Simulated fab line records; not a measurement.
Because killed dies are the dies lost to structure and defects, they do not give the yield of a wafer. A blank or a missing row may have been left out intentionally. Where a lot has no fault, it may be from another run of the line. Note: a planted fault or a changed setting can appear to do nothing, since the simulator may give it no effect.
fab line records	flow sfq-line
record: lots: 6	wafers: 18	last-day: 92
route steps=325 shown I7@309 M8@311
lots with no fault: from the same line, run without faults
start-h: hours from the record's first day to the start of the lot's first wafer shown	wait-h: how many hours have passed since the lot's step before this one	" unchanged from the row above	L1.1+2: a single row standing in for several wafers	- no value, or no start given	* or withheld: withheld	< > ~ a bound
route shown NAME@n: a module of which the file shows steps, and the number in the route of the first	usual: mean/standard deviation of fault-free wafers	same: alike in all rows	chamber/n: place in a boat	sites: each site's reading	_std_site: standard deviation of those values	_edge_site: the outer-site mean with the inner-site mean subtracted	radius-mm: how far each site lies from the wafer's centre	mask NAME#n: copy n	behind: the tool/chamber that last shaped the wafer	hold: why the lot went on hold/how many hours it stayed there/how the hold came to an end	device: whichever transistor did not switch (one of n, p or np)	end of line: the tests these same wafers got at the end of their route	for a step that has no rows: nothing shown but its recipe	killed: at the first sort, the dies lost to defects and structure; wafer yield is something else	map: the dies of a wafer, with x for killed, . for not killed, _ for no die there
set.NAME: the setting the step ran with; set.NAME@STEP: the setting that earlier step ran with	model.NAME: the simulator's own value behind a step, which no gauge read
certain route steps with their lots: each step a table, each wafer a row
services: from which hour (start-h, from the record's first day; less than 0 if before it) a tool's chamber was out of use, for how many hours, and why
== steps ==
step: SFQ_TRILAYER_I7_VIA_STRIP_STRIP_191
recipe: gas: O2	power-w: 200	platen-temp-c: 40	overash-fraction: 0.65	chemistry: O2	pressure-mtorr: 50
usual: drypump-motor-current-A: 5.64/0.29	oes-product-au: 0.999/0.0068
lot.wafer	tool	chamber	start-h	wait-h	drypump-motor-current-A	oes-product-au	rf-hours-counter-h
L747.1	rie-metal-02	0	2000.86	-	6.00	1.003	60
L747.2	"	1	"	"	5.78	0.997	24
L747.4	"	1	"	"	5.76	0.985	-
L751.2	rie-metal-02	1	2019.06	-	5.77	0.986	-
L751.3	"	1	"	"	5.76	0.990	-
L751.5	"	1	"	"	5.78	0.991	-
L752.1	rie-metal-02	1	2021.26	-	5.77	1.006	29
L752.2	"	1	"	"	5.75	0.992	-
L752.4	"	1	"	"	5.75	0.995	-
L760.2	rie-metal-04	1	2184.37	-	5.33	1.008	98
L760.3	"	0	"	"	5.18	1.003	-
L760.5	"	0	"	"	5.18	1.003	-
L762.3	rie-metal-02	0	2191.79	-	6.04	0.992	-
L762.4	"	1	"	"	5.77	1.010	-
L762.5	"	1	"	"	5.76	1.005	-
L763.2	rie-metal-04	1	2198.79	-	5.33	1.002	102
L763.4	"	1	"	"	5.34	1.002	-
L763.6	"	1	"	"	5.35	0.996	-
step: SFQ_TRILAYER_I7_VIA_STRIP_SOLV_CLEAN_192
recipe: chemistry: NMP	temp-c: 70	time-s: 600
step: SFQ_TRILAYER_M8_LITHO_LOR_COAT_197
recipe: resist: lift-off	spin-rpm: 3000
step: SFQ_TRILAYER_M8_LITHO_LOR_BAKE_198
recipe: resist: lift-off	temp-c: withheld	time-s: withheld
step: SFQ_TRILAYER_M8_LITHO_COAT_193
recipe: resist: KrF	spin-rpm: 3000	resist-thk-nm: 600
step: SFQ_TRILAYER_M8_LITHO_SOFTBAKE_199
recipe: temp-c: withheld	time-s: withheld	resist: KrF
step: SFQ_TRILAYER_M8_LITHO_EXPOSE_194
recipe: mask-id: M8	na: 0.6	source-shape: conventional	sigma-outer: 0.65	target-cd-nm: 2000	dose-mj: 14.4
step: SFQ_TRILAYER_M8_LITHO_PEB_196
recipe: peb-temp-c: 115	peb-time-s: 60	resist: KrF
step: SFQ_TRILAYER_M8_LITHO_DEVELOP_195
recipe: img-clear-s: 15	time-s: 55	resist: KrF
step: SFQ_M8_OVL_MEAS_948
usual: M8_OVL: -5/6
lot.wafer	tool	chamber	start-h	wait-h	M8_OVL[nm]
L747.1	overlay-02	-	2016.27	0.1	-4
L747.2	"	-	"	"	-5
L747.4	"	-	"	"	-4
L751.2	overlay-02	-	2033.07	0.1	-15
L751.3	"	-	"	"	-8
L751.5	"	-	"	"	-8
L752.1	overlay-02	-	2036.67	0.1	-2
L752.2	"	-	"	"	0
L752.4	"	-	"	"	5
L760.2	overlay-01	-	2189.00	0.1	-7
L760.3	"	-	"	"	2
L760.5	"	-	"	"	1
L762.3	overlay-01	-	2197.41	0.1	-7
L762.4	"	-	"	"	-4
L762.5	"	-	"	"	-8
L763.2	overlay-01	-	2210.60	0.1	-14
L763.4	"	-	"	"	-11
L763.6	"	-	"	"	-10
step: SFQ_TRILAYER_M8_DEP_EVAP_197
recipe: material: Ti	angular-spread-deg: 1	target-thk-nm: 20	time-s: 100	power-w: 2000
step: SFQ_TRILAYER_M8_DEP_EVAP_198
recipe: material: Pt	angular-spread-deg: 1	target-thk-nm: 50	time-s: 250	power-w: 2000
step: SFQ_TRILAYER_M8_DEP_EVAP_196
recipe: material: Au	angular-spread-deg: 1	target-thk-nm: 180	time-s: 900	power-w: 2000
lot.wafer	tool	chamber	start-h	wait-h	model.Au_of_TRILAYER_M8_DEP_EVAP_196.thk-nm
L747.1	pvd-sputter-02	-	2016.53	0.1	179.2
L747.2	"	-	"	"	181.7
L747.4	"	-	"	"	179.9
L751.2	pvd-sputter-02	-	2033.33	0.1	182.5
L751.3	"	-	"	"	183.1
L751.5	"	-	"	"	181.9
L752.1	pvd-sputter-01	-	2036.93	0.1	179.5
L752.2	"	-	"	"	179.2
L752.4	"	-	"	"	179.8
L760.2	pvd-sputter-01	-	2189.26	0.1	180.2
L760.3	"	-	"	"	191.9
L760.5	"	-	"	"	192.6
L762.3	pvd-sputter-01	-	2197.66	0.1	177.4
L762.4	"	-	"	"	188.8
L762.5	"	-	"	"	189.5
L763.2	pvd-sputter-02	-	2210.89	0.1	177.6
L763.4	"	-	"	"	177.3
L763.6	"	-	"	"	177.9
step: SFQ_M8_RS_MEAS_949
recipe: thk-meas-gauge: four-point-probe	reads: Au_of_TRILAYER_M8_DEP_EVAP_196+Pt_of_TRILAYER_M8_DEP_EVAP_198+Ti_of_TRILAYER_M8_DEP_EVAP_197
usual: M8_AU_RS: 0.1539/0.0014
lot.wafer	tool	chamber	start-h	wait-h	M8_AU_RS[ohm/sq]
L747.1	film-metro-01	-	2017.05	0.3	0.1547
L747.2	"	-	"	"	0.1523
L747.4	"	-	"	"	0.1535
L751.2	film-metro-01	-	2033.87	0.3	0.1519
L751.3	"	-	"	"	0.1514
L751.5	"	-	"	"	0.1522
L752.1	film-metro-01	-	2037.45	0.3	0.1543
L752.2	"	-	"	"	0.1546
L752.4	"	-	"	"	0.1542
L760.2	film-metro-03	-	2189.79	0.3	0.1535
L760.3	"	-	"	"	0.1439
L760.5	"	-	"	"	0.1433
L762.3	film-metro-04	-	2198.21	0.3	0.1559
L762.4	"	-	"	"	0.1464
L762.5	"	-	"	"	0.1458
L763.2	film-metro-04	-	2211.49	0.3	0.1557
L763.4	"	-	"	"	0.1561
L763.6	"	-	"	"	0.1557
step: SFQ_M8_THK_MEAS_950
recipe: thk-meas-gauge: xrf	reads: Au_of_TRILAYER_M8_DEP_EVAP_196
usual: M8_AU_THK: 179.9/1.9
lot.wafer	tool	chamber	start-h	wait-h	M8_AU_THK[nm]
L747.1	film-metro-01	-	2017.17	0.1	180.3
L747.2	"	-	"	"	184.2
L747.4	"	-	"	"	181.8
L751.2	film-metro-01	-	2033.98	0.1	183.5
L751.3	"	-	"	"	185.3
L751.5	"	-	"	"	182.9
L752.1	film-metro-01	-	2037.57	0.1	180.6
L752.2	"	-	"	"	181.2
L752.4	"	-	"	"	181.8
L760.2	film-metro-03	-	2189.90	0.1	181.3
L760.3	"	-	"	"	192.1
L760.5	"	-	"	"	194.1
L762.3	film-metro-04	-	2198.31	0.1	175.8
L762.4	"	-	"	"	186.8
L762.5	"	-	"	"	187.8
L763.2	film-metro-04	-	2211.60	0.1	175.8
L763.4	"	-	"	"	175.6
L763.6	"	-	"	"	176.5
step: SFQ_TRILAYER_M8_LIFTOFF_LIFTOFF_197
recipe: temp-c: 80	time-s: 600	chemistry: NMP
step: SFQ_M8_BOW_MEAS_951
recipe: mode: bow
usual: M8_BOW: 8/12
lot.wafer	tool	chamber	start-h	wait-h	M8_BOW[um]	model.etest.m8.ohm-sq
L747.1	film-metro-03	-	2017.40	0.0	-2	0.1545
L747.2	"	-	"	"	-1	0.1524
L747.4	"	-	"	"	5	0.1539
L751.2	film-metro-04	-	2034.24	0.0	21	0.1517
L751.3	"	-	"	"	7	0.1512
L751.5	"	-	"	"	8	0.1522
L752.1	film-metro-04	-	2037.98	0.0	-4	0.1543
L752.2	"	-	"	"	11	0.1545
L752.4	"	-	"	"	9	0.154
L760.2	film-metro-01	-	2190.16	0.0	-1	0.1537
L760.3	"	-	"	"	-2	0.1442
L760.5	"	-	"	"	12	0.1437
L762.3	film-metro-03	-	2198.57	0.0	14	0.1561
L762.4	"	-	"	"	10	0.1466
L762.5	"	-	"	"	14	0.1461
L763.2	film-metro-01	-	2211.84	0.0	15	0.1559
L763.4	"	-	"	"	16	0.1562
L763.6	"	-	"	"	9	0.1556
== services ==
tool	chamber	start-h	hours	kind
rie-metal-02	0	2006.28	15.7	repair
pvd-sputter-02	2	2043.19	-	consumable-replace:kit
pvd-sputter-02	2	2043.19	18.0	scheduled-down
pvd-sputter-02	2	2043.19	18.0	vent-cycle
rie-metal-02	-	2114.80	0.9	repair
rie-metal-04	1	2164.99	12.1	repair
pvd-sputter-01	1	2210.57	-	consumable-replace:kit
== key ==
first-sign: step: SFQ_M8_RS_MEAS_949	reading: M8_AU_RS	direction: down	sigmas: 6.4	usual: 0.1539	struck: 0.1449
effect: step: SFQ_M8_THK_MEAS_950	reading: M8_AU_THK	direction: up	sigmas: 5.4	usual: 179.9	struck: 190.2
model-effect: step: SFQ_TRILAYER_M8_DEP_EVAP_196	value: Au_of_TRILAYER_M8_DEP_EVAP_196.thk-nm	without: 179.4	struck: 190.7
model-effect: step: SFQ_M8_BOW_MEAS_951	value: etest.m8.ohm-sq	without: 0.1543	struck: 0.1452
met-at SFQ_TRILAYER_M8_DEP_EVAP_196
struck-wafers L760.3,L760.5,L762.4,L762.5
onset-between 2036.93 2189.26
fault: kind: process-parameter-drift	tool: pvd-sputter-01	chamber: -	onset-h: 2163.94	steps: SFQ_TRILAYER_M8_DEP_EVAP_196	channel: time-s	offset: *	shape: step	end-h: 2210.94	acts-in: *	stated: *	scope: struck-wafers-only
